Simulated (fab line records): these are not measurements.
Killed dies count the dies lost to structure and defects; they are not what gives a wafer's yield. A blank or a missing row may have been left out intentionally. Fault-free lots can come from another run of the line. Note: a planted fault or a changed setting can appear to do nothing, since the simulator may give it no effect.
fab line records	flow sky130
record: lots: 5	wafers: 23
route steps=708 shown RES_XHIGH@334 SD_N@351 LI_CONTACT@362 LOCAL_INTERCONNECT@393 CONTACT@415
start-h: hours from the record's first day to the start of the lot's first wafer shown	wait-h: hours from the lot's prior step to this one	" same as the row above	L1.1+2: several wafers, shown together as one row	- either no value or no given start	* or withheld: withheld	< > ~ a bound
route shown NAME@n: names a module that has steps shown in the file, with the first one's number in the route	usual: mean/standard deviation of fault-free wafers	same: alike in all rows	chamber/n: place in a boat	sites: the reading at each site	_std_site: standard deviation across them	_edge_site: inner sites' mean taken away from outer sites' mean	radius-mm: how far each site lies from the wafer's centre	mask NAME#n: copy n	behind: the last tool/chamber to shape the wafer	hold: why the lot went on hold/how many hours it stayed there/how the hold came to an end	device: names the non-switching transistor (n, p or np)	end of line: the same wafers' tests at the end of the route	a step without rows: its recipe alone	killed: at the first sort, the dies lost to defects and structure; wafer yield is something else	map: per-die view of a wafer (x killed, . not killed, _ where there is no die)
set.NAME: the setting the step ran with; set.NAME@STEP: the setting that earlier step ran with	model.NAME: the simulator's own value behind a step, which no gauge read
lots whose settings were changed on purpose; a table a step, a row a wafer
== steps ==
step: SKY_RES_XHIGH_COAT_02
recipe: resist: NOVOLAK	spin-rpm: 3000	resist-thk-nm: 1140
lot.wafer	tool	chamber	start-h	wait-h	set.resist-thk-nm	model.NOVOLAK_of_RES_XHIGH_COAT_02.thk-nm
L075.1	litho-track-01	0	607.63	0.1	1140	1142
L075.2	"	0	"	"	1122	1122
L075.3+4	"	0	"	"	1140	1138
L075.5	"	0	"	"	1122	1120
L078.2	litho-track-04	0	638.87	0.1	1159	1165
L078.3+5	"	0	"	"	1159	1162
L078.4	"	0	"	"	1140	1146
L078.6	"	0	"	"	1140	1144
L079.2	litho-track-04	0	646.02	0.1	1206	1210
L079.3+5	"	0	"	"	1140	1144
L079.4	"	0	"	"	1206	1211
L079.6	"	0	"	"	1140	1142
L080.2	litho-track-03	0	655.30	0.1	1140	1139
L080.3	"	0	"	"	1140	1138
L080.4+5+6	"	0	"	"	1096	1096
L084.1	litho-track-01	0	689.14	0.1	1140	1147
L084.3	"	0	"	"	1140	1144
L084.6	"	0	"	"	1140	1142
step: SKY_RES_XHIGH_DEVELOP_06
recipe: resist: NOVOLAK	developer: TMAH	develop-time-s: 60	dev-temp-c: 23
lot.wafer	tool	chamber	start-h	wait-h	set.dev-temp-c
L075.1+2	litho-track-03	0	621.53	0.1	23
L075.3+4+5	"	0	"	"	24.94
L078.2+4+6	litho-track-03	0	653.00	0.1	21.34
L078.3+5	"	0	"	"	23
L079.2+3+6	litho-track-04	0	660.52	0.1	23
L079.4+5	"	0	"	"	24.96
L080.2+3+4+5+6	litho-track-03	0	670.20	0.1	23
L084.1+3+6	litho-track-03	0	702.28	0.1	23
step: SKY_RES_XHIGH_IMPLANT_07
recipe: species: BF2	energy-kev: 20	dose-cm2: 3.6e+14	tilt-deg: 0
step: SKY_RES_XHIGH_STRIP_08
recipe: chemistry: O2/N2	power-w: 1400	pressure-mtorr: 1500	platen-temp-c: withheld	o2-flow-sccm: 3000	n2-flow-sccm: 300	overash-fraction: 0.5
usual: strip-time-to-endpoint-s: 14.30/0.045
lot.wafer	tool	chamber	start-h	wait-h	set.resist-thk-nm@RES_XHIGH_COAT_02	strip-time-to-endpoint-s
L075.1	plasma-asher-04	1	621.83	0.1	1140	14.27
L075.2	"	0	"	"	1122	14.07
L075.3	"	1	"	"	1140	14.24
L075.4	"	0	"	"	1140	14.25
L075.5	"	0	"	"	1122	14.02
L078.2	plasma-asher-03	1	653.28	0.1	1159	14.52
L078.3	"	0	"	"	1159	14.49
L078.4	"	1	"	"	1140	14.34
L078.5	"	0	"	"	1159	14.49
L078.6	"	1	"	"	1140	14.33
L079.2	plasma-asher-04	1	660.79	0.1	1206	15.05
L079.3	"	1	"	"	1140	14.33
L079.4	"	0	"	"	1206	15.09
L079.5	"	1	"	"	1140	14.32
L079.6	"	0	"	"	1140	14.29
L080.2	plasma-asher-03	1	670.48	0.1	1140	14.25
L080.3	"	1	"	"	1140	14.26
L080.4	"	0	"	"	1096	13.76
L080.5	"	1	"	"	1096	13.76
L080.6	"	0	"	"	1096	13.75
L084.1	plasma-asher-04	0	702.58	0.1	1140	14.35
L084.3	"	0	"	"	1140	14.31
L084.6	"	0	"	"	1140	14.29
step: SKY_SD_N_IMPLANT_09
recipe: species: As	energy-kev: 50	dose-cm2: 4e+15	tilt-deg: 0
lot.wafer	tool	chamber	start-h	wait-h	set.energy-kev	model.implant.rp-nm	model.implant.drp-nm
L075.1+4+5	implanter-01	0	650.76	0.0	50	31.6	14.11
L075.2+3	"	0	"	"	48.32	30.74	13.75
L078.2+3+4+5+6	implanter-03	0	681.79	0.0	50	32.3	14.11
L079.2+4+5	implanter-01	0	688.97	0.0	50	32.4	14.11
L079.3+6	"	0	"	"	51.84	33.37	14.5
L080.2+5+6	implanter-03	0	698.52	0.0	50	31.75	14.11
L080.3+4	"	0	"	"	50.93	32.23	14.3
L084.1+3+6	implanter-04	0	730.61	0.0	50	32.32	14.11
step: SKY_SD_N_STRIP_11
recipe: chemistry: O2/N2	power-w: 1400	pressure-mtorr: 1500	platen-temp-c: withheld	o2-flow-sccm: 3000	n2-flow-sccm: 300	overash-fraction: 0.5
usual: strip-time-to-endpoint-s: 22.549/0.028
lot.wafer	tool	chamber	start-h	wait-h	set.o2-flow-sccm	set.energy-kev@SD_N_IMPLANT_09	strip-time-to-endpoint-s
L075.1	plasma-asher-03	0	651.06	0.1	3000	50	22.520
L075.2	"	1	"	"	3000	48.32	22.298
L075.3	"	0	"	"	2565	48.32	22.548
L075.4	"	1	"	"	3000	50	22.485
L075.5	"	0	"	"	2565	50	22.784
L078.2	plasma-asher-02	0	682.06	0.1	3000	50	22.517
L078.3	"	1	"	"	2676	50	22.707
L078.4	"	0	"	"	2676	50	22.715
L078.5	"	0	"	"	3000	50	22.543
L078.6	"	1	"	"	2676	50	22.727
L079.2	plasma-asher-04	0	689.25	0.1	3000	50	22.511
L079.3	"	1	"	"	3000	51.84	22.794
L079.4	"	0	"	"	3000	50	22.536
L079.5	"	0	"	"	3000	50	22.550
L079.6	"	1	"	"	3000	51.84	22.830
L080.2	plasma-asher-03	0	698.80	0.1	3422	50	22.385
L080.3	"	0	"	"	3000	50.93	22.718
L080.4	"	1	"	"	3000	50.93	22.702
L080.5	"	0	"	"	3422	50	22.353
L080.6	"	1	"	"	3000	50	22.534
L084.1	plasma-asher-02	0	730.91	0.1	3000	50	22.515
L084.3	"	0	"	"	3000	50	22.548
L084.6	"	0	"	"	3000	50	22.555
step: SKY_SD_N_CLEAN_13
recipe: chemistry: SC1/SC2	mix: 1:4:20	temp-c: 70	time-s: 150	dry: n2-spin
step: SKY_SD_N_RTA_14
recipe: temp-c: 1075	time-s: 2	idle-temp-c: 650	ramp-up-c-per-s: 150	ramp-down-c-per-s: 90	ambient: N2
step: SKY_SD_N_RS_MEAS_16
recipe: thk-meas-gauge: four-point-probe
usual: SD_N_RS: 68.55/0.11
lot.wafer	tool	chamber	start-h	wait-h	set.energy-kev@SD_N_IMPLANT_09	SD_N_RS[ohm/sq]
L075.1	film-metro-04	-	651.53	0.1	50	68.54
L075.2	"	-	"	"	48.32	69.72
L075.3	"	-	"	"	48.32	69.82
L075.4	"	-	"	"	50	68.53
L075.5	"	-	"	"	50	68.55
L078.2	film-metro-02	-	682.47	0.1	50	68.66
L078.3	"	-	"	"	50	68.68
L078.4	"	-	"	"	50	68.70
L078.5	"	-	"	"	50	68.68
L078.6	"	-	"	"	50	68.75
L079.2	film-metro-02	-	689.65	0.1	50	68.52
L079.3	"	-	"	"	51.84	67.16
L079.4	"	-	"	"	50	68.58
L079.5	"	-	"	"	50	68.45
L079.6	"	-	"	"	51.84	67.23
L080.2	film-metro-03	-	699.20	0.1	50	68.50
L080.3	"	-	"	"	50.93	67.88
L080.4	"	-	"	"	50.93	67.83
L080.5	"	-	"	"	50	68.65
L080.6	"	-	"	"	50	68.49
L084.1	film-metro-03	-	731.31	0.1	50	68.60
L084.3	"	-	"	"	50	68.40
L084.6	"	-	"	"	50	68.60
step: SKY_LI_CONTACT_HDPCVD_00
recipe: material: PSG	target-thk-nm: 930	sigma-open-frac: 0.3	time-s: 155	temp-c: 600	sih4-flow-sccm: 60	pressure-mtorr: 6
lot.wafer	tool	chamber	start-h	wait-h	set.time-s	model.PSG_of_LI_CONTACT_HDPCVD_00.thk-nm
L075.1	hdpcvd-01	1	651.91	0.0	155	921
L075.2	"	2	"	"	155	936.2
L075.3	"	0	"	"	155	926.7
L075.4	"	0	"	"	175.9	1060
L075.5	"	1	"	"	175.9	1051
L078.2	hdpcvd-02	2	682.83	0.0	155	910.4
L078.3	"	0	"	"	155	918.6
L078.4	"	0	"	"	155	915.3
L078.5	"	2	"	"	155	930.4
L078.6	"	1	"	"	155	929.3
L079.2+5	hdpcvd-02	0,2	690.01	0.0	171.5	1026
L079.3	"	2	"	"	155	913.1
L079.4	"	1	"	"	155	926.3
L079.6	"	0	"	"	171.5	1032
L080.2	hdpcvd-02	1	699.56	0.0	155	907
L080.3	"	0	"	"	155	922.9
L080.4	"	0	"	"	155	935.7
L080.5	"	2	"	"	155	916.5
L080.6	"	1	"	"	155	924.1
L084.1	hdpcvd-01	1	731.69	0.0	155	938.2
L084.3	"	2	"	"	155	929.7
L084.6	"	1	"	"	155	922.9
step: SKY_LI_CONTACT_THK_MEAS_01
recipe: reads: PSG_of_LI_CONTACT_HDPCVD_00
usual: LI_CONTACT_HDPCVD_THK: 929/10
lot.wafer	tool	chamber	start-h	wait-h	set.time-s@LI_CONTACT_HDPCVD_00	LI_CONTACT_HDPCVD_THK[nm]
L075.1	film-metro-04	-	652.01	0.1	155	921
L075.2	"	-	"	"	155	935
L075.3	"	-	"	"	155	927
L075.4	"	-	"	"	175.9	1060
L075.5	"	-	"	"	175.9	1052
L078.2	film-metro-04	-	682.94	0.1	155	911
L078.3	"	-	"	"	155	919
L078.4	"	-	"	"	155	915
L078.5	"	-	"	"	155	931
L078.6	"	-	"	"	155	929
L079.2	film-metro-03	-	690.12	0.1	171.5	1026
L079.3	"	-	"	"	155	913
L079.4	"	-	"	"	155	926
L079.5	"	-	"	"	171.5	1025
L079.6	"	-	"	"	171.5	1032
L080.2	film-metro-02	-	699.67	0.1	155	906
L080.3	"	-	"	"	155	923
L080.4	"	-	"	"	155	935
L080.5	"	-	"	"	155	916
L080.6	"	-	"	"	155	924
L084.1	film-metro-04	-	731.80	0.1	155	938
L084.3	"	-	"	"	155	929
L084.6	"	-	"	"	155	923
step: SKY_LI_CONTACT_CMP_02
recipe: material: PSG	down-force-psi: 4	platen-rpm: 60	pad-velocity-m-s: 0.94248
usual: time-to-endpoint-s: 32.1/2.6
lot.wafer	tool	chamber	start-h	wait-h	set.time-s@LI_CONTACT_HDPCVD_00	time-to-endpoint-s
L075.2	cmp-02	0	652.07	0.0	155	33.2
L075.1	"	1	"	"	155	32.1
L075.3	"	2	"	"	155	30.3
L075.4	"	3	"	"	175.9	45.2
L075.5	"	1	"	"	175.9	47.2
L078.2	cmp-02	0	683.00	0.1	155	33.0
L078.4	"	1	"	"	155	32.1
L078.3	"	2	"	"	155	28.1
L078.5	"	0	"	"	155	32.5
L078.6	"	1	"	"	155	33.3
L079.4	cmp-02	2	690.17	0.0	155	29.9
L079.3	"	0	"	"	155	31.9
L079.2	"	1	"	"	171.5	44.1
L079.6	"	2	"	"	171.5	41.8
L079.5	"	3	"	"	171.5	39.4
L080.4	cmp-02	0	699.72	0.0	155	37.1
L080.3	"	2	"	"	155	29.6
L080.2	"	3	"	"	155	30.7
L080.6	"	0	"	"	155	34.3
L080.5	"	1	"	"	155	32.2
L084.1	cmp-01	3	731.86	0.1	155	33.6
L084.3	"	2	"	"	155	29.4
L084.6	"	3	"	"	155	29.7
step: SKY_LI_CONTACT_COAT_06
recipe: resist: BARC	temp-c: withheld	time-s: withheld	spin-rpm: 3000	resist-thk-nm: 60
lot.wafer	tool	chamber	start-h	wait-h	set.resist-thk-nm
L075.1+4	litho-track-01	0	666.23	0.1	60
L075.2+3+5	"	0	"	"	62.09
L078.2+4	litho-track-04	0	696.97	0.1	57.98
L078.3+5+6	"	0	"	"	60
L079.2+6	litho-track-01	0	703.56	0.1	57.08
L079.3+4+5	"	0	"	"	60
L080.2+4+5	litho-track-02	0	713.58	0.1	59.01
L080.3+6	"	0	"	"	60
L084.1+3+6	litho-track-02	0	745.86	0.1	60
step: SKY_LI_CONTACT_COAT_07
recipe: resist: KrF-thick	spin-rpm: 3000	resist-thk-nm: 450
step: SKY_LI_CONTACT_SOFTBAKE_08
recipe: temp-c: 100.7	time-s: 90	resist: KrF-thick
step: SKY_LI_CONTACT_ETCH_14
recipe: chemistry: N2/H2	target: BARC	ion-energy-ev: 200	source-w: 500	bias-w: 100	pressure-mtorr: 30	n2-flow-sccm: 100	h2-flow-sccm: 200	stop-on: SiO2	time-s: 45.9	target-depth-a: 600
usual: oes-product-au: 0.855/0.0048
lot.wafer	tool	chamber	start-h	wait-h	set.resist-thk-nm@LI_CONTACT_COAT_06	oes-product-au	model.etch.depth-nm
L075.1	rie-diel-04	0	680.59	0.0	60	0.848	-
L075.2	"	3	"	"	62.09	0.870	62.45
L075.3	"	1	"	"	62.09	0.874	-
L075.4	"	2	"	"	60	0.852	60.31
L075.5	"	3	"	"	62.09	0.877	62.48
L078.2	rie-diel-01	0	711.30	0.0	57.98	0.842	-
L078.3	"	2	"	"	60	0.860	60.17
L078.4	"	3	"	"	57.98	0.840	-
L078.5	"	2	"	"	60	0.852	-
L078.6	"	0	"	"	60	0.850	-
L079.2	rie-diel-02	1	718.49	0.0	57.08	0.832	57.29
L079.3	"	0	"	"	60	0.861	-
L079.4	"	3	"	"	60	0.860	60.29
L079.5	"	3	"	"	60	0.869	60.21
L079.6	"	2	"	"	57.08	0.836	-
L080.2	rie-diel-01	0	727.76	0.0	59.01	0.852	-
L080.3	"	2	"	"	60	0.854	-
L080.4	"	0	"	"	59.01	0.853	-
L080.5	"	3	"	"	59.01	0.851	-
L080.6	"	2	"	"	60	0.852	-
L084.1	rie-diel-04	1	759.39	0.0	60	0.856	60.1
L084.3	"	0	"	"	60	0.862	59.97
L084.6	"	1	"	"	60	0.855	60.25
step: SKY_LI_CONTACT_CMP_24
recipe: stop-on: PSG	t-overpolish-s: 20	down-force-psi: 3.5	platen-rpm: 60	target-thk-nm: 0	pad-velocity-m-s: 0.94248
usual: overpolish-run-s: 19.999/0.01
lot.wafer	tool	chamber	start-h	wait-h	set.t-overpolish-s	overpolish-run-s
L075.4	cmp-02	0	681.47	0.0	14.86	14.869
L075.1	"	1	"	"	14.86	14.876
L075.3	"	2	"	"	20	20.001
L075.2	"	3	"	"	20	19.990
L075.5	"	1	"	"	14.86	14.868
L078.4	cmp-02	3	712.49	0.3	22.83	22.823
L078.2	"	0	"	"	20	19.997
L078.3	"	2	"	"	20	20.011
L078.5	"	3	"	"	22.83	22.827
L078.6	"	0	"	"	22.83	22.829
L079.3	cmp-02	1	719.37	0.0	20	19.987
L079.4	"	2	"	"	22.87	22.874
L079.2	"	0	"	"	20	19.976
L079.6	"	1	"	"	22.87	22.885
L079.5	"	2	"	"	20	19.991
L080.3	cmp-02	1	728.68	0.1	20	20.004
L080.4	"	2	"	"	20	20.001
L080.2	"	3	"	"	20	20.002
L080.6	"	0	"	"	20	20.002
L080.5	"	1	"	"	20	19.989
L084.3	cmp-01	0	760.77	0.5	20	20.011
L084.1	"	1	"	"	20	20.010
L084.6	"	0	"	"	20	19.990
step: SKY_LOCAL_INTERCONNECT_COAT_06
recipe: resist: KrF-thick	spin-rpm: 3000	resist-thk-nm: 450
lot.wafer	tool	chamber	start-h	wait-h	set.spin-rpm	model.KrF-thick_of_LOCAL_INTERCONNECT_COAT_06.thk-nm
L075.1	litho-track-03	0	-	-	3155	438.7
L075.2	"	0	"	"	3000	451.4
L075.3	"	0	"	"	3155	439.5
L075.4	"	0	"	"	3000	450.6
L075.5	"	0	"	"	3000	452.4
L078.2	litho-track-03	0	-	-	3000	448
L078.3	"	0	"	"	2939	454.1
L078.4	"	0	"	"	3000	451.2
L078.5	"	0	"	"	3000	450.6
L078.6	"	0	"	"	2939	455.8
L079.2	litho-track-03	0	-	-	2858	464.2
L079.3	"	0	"	"	2858	461.7
L079.4	"	0	"	"	3000	450.6
L079.5	"	0	"	"	3000	451.8
L079.6	"	0	"	"	3000	451.2
L080.2	litho-track-01	0	-	-	3000	450.2
L080.3	"	0	"	"	2842	461.9
L080.4	"	0	"	"	3000	450.8
L080.5+6	"	0	"	"	2842	462
L084.1	litho-track-02	0	-	-	3000	449.5
L084.3	"	0	"	"	3000	448.8
L084.6	"	0	"	"	3000	449.2
step: SKY_LOCAL_INTERCONNECT_SOFTBAKE_07
recipe: temp-c: 100	time-s: 90	resist: KrF-thick
step: SKY_LOCAL_INTERCONNECT_EXPOSE_08
recipe: mask-id: LI1M	na: 0.8	source-shape: annular	sigma-inner: 0.55	sigma-outer: 0.85	target-cd-nm: 170	dose-mj: 28
step: SKY_LOCAL_INTERCONNECT_ETCH_13
recipe: chemistry: N2/H2	target: BARC	ion-energy-ev: 200	bias-w: 100	pressure-mtorr: 30	n2-flow-sccm: 100	h2-flow-sccm: 200	icp-w: 500	stop-on: SiO2	time-s: 45.9	target-depth-a: 600
lot.wafer	tool	chamber	start-h	wait-h	set.spin-rpm@LOCAL_INTERCONNECT_COAT_06	model.KrF-thick_of_LOCAL_INTERCONNECT_COAT_06.thk-nm
L075.1	rie-metal-01	0	709.24	0.0	3155	383
L075.2	"	1	"	"	3000	394.3
L075.3	"	1	"	"	3155	382.3
L075.4+5	"	0,1	"	"	3000	395
L078.2	rie-metal-03	0	741.06	0.0	3000	391.2
L078.3	"	1	"	"	2939	397
L078.4	"	0	"	"	3000	394.4
L078.5	"	1	"	"	3000	393
L078.6	"	0	"	"	2939	399.3
L079.2	rie-metal-03	0	746.86	0.0	2858	407.1
L079.3	"	1	"	"	2858	404.6
L079.4	"	0	"	"	3000	394.2
L079.5	"	0	"	"	3000	394.8
L079.6	"	1	"	"	3000	393.7
L080.2	rie-metal-03	0	756.63	0.0	3000	393.1
L080.3	"	0	"	"	2842	404.8
L080.4	"	0	"	"	3000	393.7
L080.5	"	0	"	"	2842	404.6
L080.6	"	0	"	"	2842	404.7
L084.1	rie-metal-02	0	787.21	0.0	3000	391.9
L084.3	"	0	"	"	3000	391.1
L084.6	"	0	"	"	3000	391.4
step: SKY_LOCAL_INTERCONNECT_METAL_ETCH_14
recipe: target-depth-nm: 110	stop-on: PSG	chemistry: Cl2/BCl3	target: TiN	resist-sidewall-deg: 88	pressure-mtorr: 10	icp-w: 900	bias-w: 48.5	Cl2_flow_sccm: 60	bcl3-flow-sccm: 30	time-s: 31.4
lot.wafer	tool	chamber	start-h	wait-h	set.bias-w
L075.1+2+5	rie-metal-01	0,1,1	709.30	0.0	44.83
L075.3+4	"	1,0	"	"	48.5
L078.2+3+4+5+6	rie-metal-03	0,1,0,1,0	741.13	0.0	48.5
L079.2+3+4+5+6	rie-metal-03	0,1,0,0,1	746.93	0.0	48.5
L080.2+6	rie-metal-03	0	756.76	0.1	50.96
L080.3+4+5	"	0	"	"	48.5
L084.1+3+6	rie-metal-02	0	787.28	0.0	48.5
step: SKY_LOCAL_INTERCONNECT_STRIP_15
recipe: chemistry: O2/N2	power-w: 1400	pressure-mtorr: 1500	platen-temp-c: withheld	o2-flow-sccm: 3000	n2-flow-sccm: 300	overash-fraction: 0.5
usual: strip-time-to-endpoint-s: 4.729/0.019
lot.wafer	tool	chamber	start-h	wait-h	set.spin-rpm@LOCAL_INTERCONNECT_COAT_06	strip-time-to-endpoint-s
L075.1	plasma-asher-02	1	709.36	0.0	3155	4.651
L075.2	"	0	"	"	3000	4.754
L075.3	"	1	"	"	3155	4.599
L075.4	"	0	"	"	3000	4.755
L075.5	"	0	"	"	3000	4.739
L078.2	plasma-asher-04	1	741.18	0.0	3000	4.710
L078.3	"	0	"	"	2939	4.778
L078.4	"	1	"	"	3000	4.757
L078.5	"	1	"	"	3000	4.726
L078.6	"	0	"	"	2939	4.787
L079.2	plasma-asher-04	1	746.98	0.0	2858	4.884
L079.3	"	0	"	"	2858	4.839
L079.4	"	1	"	"	3000	4.752
L079.5	"	1	"	"	3000	4.758
L079.6	"	0	"	"	3000	4.727
L080.2	plasma-asher-01	0	756.84	0.1	3000	4.723
L080.3	"	0	"	"	2842	4.866
L080.4	"	1	"	"	3000	4.745
L080.5	"	1	"	"	2842	4.872
L080.6	"	0	"	"	2842	4.829
L084.1	plasma-asher-04	0	787.33	0.0	3000	4.730
L084.3	"	0	"	"	3000	4.694
L084.6	"	1	"	"	3000	4.718
step: SKY_CONTACT_COAT_09
recipe: resist: KrF-thick	spin-rpm: 3000	resist-thk-nm: 450
lot.wafer	tool	chamber	start-h	wait-h	set.resist-thk-nm	model.KrF-thick_of_CONTACT_COAT_09.thk-nm
L075.1	litho-track-01	0	-	-	450	450.3
L075.2	"	0	"	"	450	451.5
L075.3	"	0	"	"	450	447.9
L075.4	"	0	"	"	463.4	464.2
L075.5	"	0	"	"	463.4	463.1
L078.2	litho-track-03	0	-	-	450	448.8
L078.3+5	"	0	"	"	450	448.5
L078.4	"	0	"	"	450	450
L078.6	"	0	"	"	450	449.1
L079.2	litho-track-04	0	-	-	468.4	467.4
L079.3	"	0	"	"	450	449.6
L079.4	"	0	"	"	450	450.7
L079.5	"	0	"	"	468.4	467.9
L079.6	"	0	"	"	450	450.6
L080.2	litho-track-01	0	-	-	450	452
L080.3	"	0	"	"	450	451.5
L080.4	"	0	"	"	450	452.4
L080.5	"	0	"	"	450	451.9
L080.6	"	0	"	"	450	451.8
L084.1	litho-track-03	0	-	-	450	450.7
L084.3	"	0	"	"	450	449.2
L084.6	"	0	"	"	450	449
== key ==
split: step: SKY_RES_XHIGH_COAT_02	setting: resist-thk-nm	stated: 1140	by: wafer
response: step: SKY_RES_XHIGH_COAT_02	reading: model.NOVOLAK_of_RES_XHIGH_COAT_02.thk-nm	change: +11.4	per: 1%	r: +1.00
response: step: SKY_RES_XHIGH_STRIP_08	reading: strip-time-to-endpoint-s	change: *	per: 1%	r: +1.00
split: step: SKY_RES_XHIGH_DEVELOP_06	setting: dev-temp-c	stated: 23	by: wafer
response none clear
split: step: SKY_SD_N_IMPLANT_09	setting: energy-kev	stated: 50	by: wafer
response: step: SKY_SD_N_IMPLANT_09	reading: model.implant.rp-nm	change: +0.26	per: 1%	r: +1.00
response: step: SKY_SD_N_IMPLANT_09	reading: model.implant.drp-nm	change: +0.106	per: 1%	r: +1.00
response: step: SKY_SD_N_RS_MEAS_16	reading: SD_N_RS	change: -0.363	per: 1%	r: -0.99
response: step: SKY_SD_N_STRIP_11	reading: strip-time-to-endpoint-s	slope: *	per: 1%	together-with: o2-flow-sccm@SD_N_STRIP_11	explained: 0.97
split: step: SKY_SD_N_STRIP_11	setting: o2-flow-sccm	stated: 3000	by: wafer
response: step: SKY_SD_N_STRIP_11	reading: strip-time-to-endpoint-s	slope: *	per: 1%	together-with: energy-kev@SD_N_IMPLANT_09	explained: 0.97
split: step: SKY_LI_CONTACT_HDPCVD_00	setting: time-s	stated: 155	by: wafer
response: step: SKY_LI_CONTACT_HDPCVD_00	reading: model.PSG_of_LI_CONTACT_HDPCVD_00.thk-nm	change: +9.72	per: 1%	r: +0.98
response: step: SKY_LI_CONTACT_THK_MEAS_01	reading: LI_CONTACT_HDPCVD_THK	change: +9.77	per: 1%	r: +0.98
response: step: SKY_LI_CONTACT_CMP_02	reading: time-to-endpoint-s	change: *	per: 1%	r: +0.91
split: step: SKY_LI_CONTACT_COAT_06	setting: resist-thk-nm	stated: 60	by: wafer
response: step: SKY_LI_CONTACT_ETCH_14	reading: oes-product-au	change: +0.00546	per: 1%	r: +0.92
response: step: SKY_LI_CONTACT_ETCH_14	reading: model.etch.depth-nm	change: +0.612	per: 1%	r: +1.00
split: step: SKY_LI_CONTACT_CMP_24	setting: t-overpolish-s	stated: 20	by: wafer
response: step: SKY_LI_CONTACT_CMP_24	reading: overpolish-run-s	change: +0.2	per: 1%	r: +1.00
split: step: SKY_LOCAL_INTERCONNECT_COAT_06	setting: spin-rpm	stated: 3000	by: wafer
response: step: SKY_LOCAL_INTERCONNECT_COAT_06	reading: model.KrF-thick_of_LOCAL_INTERCONNECT_COAT_06.thk-nm	change: -2.35	per: 1%	r: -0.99
response: step: SKY_LOCAL_INTERCONNECT_ETCH_13	reading: model.KrF-thick_of_LOCAL_INTERCONNECT_COAT_06.thk-nm	change: -2.32	per: 1%	r: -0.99
response: step: SKY_LOCAL_INTERCONNECT_STRIP_15	reading: strip-time-to-endpoint-s	change: *	per: 1%	r: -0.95
split: step: SKY_LOCAL_INTERCONNECT_METAL_ETCH_14	setting: bias-w	stated: 48.5	by: wafer
response none clear
split: step: SKY_CONTACT_COAT_09	setting: resist-thk-nm	stated: 450	by: wafer
response: step: SKY_CONTACT_COAT_09	reading: model.KrF-thick_of_CONTACT_COAT_09.thk-nm	change: +4.37	per: 1%	r: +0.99
